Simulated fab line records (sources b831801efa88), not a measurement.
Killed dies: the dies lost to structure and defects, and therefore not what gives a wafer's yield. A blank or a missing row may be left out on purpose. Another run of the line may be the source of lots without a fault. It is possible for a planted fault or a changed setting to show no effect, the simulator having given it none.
Which tool did it?	flow gf180mcu	Sampling: 8 lots, 24 wafers, 4 of 602 route steps

## WHAT EACH GAUGE READ, for each wafer
GF_DNWELL_TW_MEAS_09.
lot	measured	on	DNWELL_TW
L290	day 2 19:02	film-metro-03	1374 1378 1378
L291	day 3 01:23	film-metro-03	1360 1365 1371
L292	day 3 07:13	film-metro-01	1330 1334 1331
L293	day 3 11:35	film-metro-03	1365 1366 1365
L295	day 3 22:39	film-metro-01	2509 2503 2506
L296	day 4 03:14	film-metro-02	2518 2537 2514
L297	day 4 07:20	film-metro-01	2498 2512 2519
L298	day 4 12:39	film-metro-02	2515 2513 2503

GF_NWELL_OVL_MEAS_07.
lot	measured	on	NWELL_OVL (nm)
L290	day 3 08:04	overlay-01	0.8 -0.4 0.4
L291	day 3 14:04	overlay-01	-1.8 -1.6 -1.3
L292	day 3 20:01	overlay-01	-1.3 -0.5 1.1
L293	day 4 00:44	overlay-02	0.4 -0.4 -1.8
L295	day 4 12:02	overlay-01	0.5 -3.8 0.5
L296	day 4 16:16	overlay-02	-0.9 0.1 -2.1
L297	day 4 21:38	overlay-02	-0.3 -0.6 -0.4
L298	day 5 02:32	overlay-01	-1.8 -0.1 0.6

GF_NWELL_TW_MEAS_11.
lot	measured	on	NWELL_TW
L290	day 3 08:31	film-metro-01	1541 1556 1550
L291	day 3 14:31	film-metro-03	1598 1598 1594
L292	day 3 20:28	film-metro-04	1558 1554 1560
L293	day 4 01:11	film-metro-04	1573 1570 1575
L295	day 4 12:29	film-metro-04	1573 1576 1570
L296	day 4 16:43	film-metro-01	1549 1560 1557
L297	day 4 22:04	film-metro-04	1571 1585 1578
L298	day 5 02:58	film-metro-01	1553 1557 1556

## TOOL THAT RAN EACH LOT (tool first, then ch and the chambers of the sampled wafers, then the start)
lot	GF_DNWELL_IMPLANT_07
L290	implanter-03 ch 0, day 2 18:47
L291	implanter-03 ch 0, day 3 01:08
L292	implanter-03 ch 0, day 3 06:58
L293	implanter-02 ch 0, day 3 11:21
L295	implanter-02 ch 0, day 3 22:26
L296	implanter-02 ch 0, day 4 02:59
L297	implanter-03 ch 0, day 4 07:05
L298	implanter-03 ch 0, day 4 12:25
- GF_DNWELL_IMPLANT_07

## WHAT THE TOOLS THEMSELVES READ (means of the sampled wafers that have a number; where no wafer has one, the mark that the record gives instead)
GF_DNWELL_IMPLANT_07.
lot	tool	beam-on-s (s)
L290	implanter-03	9.92
L291	implanter-03	9.87
L292	implanter-03	9.75
L293	implanter-02	10.01
L295	implanter-02	10.13
L296	implanter-02	9.99
L297	implanter-03	9.85
L298	implanter-03	10.11

## THE ANSWER, worked out from the rows above alone
Rule: the usual values come from the lots themselves. Put in order of their means at a reading, lots are off if they are a third of the lots or fewer, leave a main group of 4 or more, and stand apart from it by a gap of 3 or more times the standard deviation of the main group's means; of several such gaps the widest counts. The tables above print the reading to a certain number of digits; a main group whose means all agree to those digits is not used. A lot without any number at a reading at which 4 lots or more have one is off too. All remaining lots with rows at the step are treated as sound. The gauges are gone through in route order, then the tools' own readings, and for those a lot's mean is taken as printed above. At the first step where some lot is off, the reading lying furthest off is the one used; lots without a number count as furthest.
No lot is off on any of the readings shown, so nothing can be concluded from this.

## WHAT WAS PUT IN BY THE SIMULATOR
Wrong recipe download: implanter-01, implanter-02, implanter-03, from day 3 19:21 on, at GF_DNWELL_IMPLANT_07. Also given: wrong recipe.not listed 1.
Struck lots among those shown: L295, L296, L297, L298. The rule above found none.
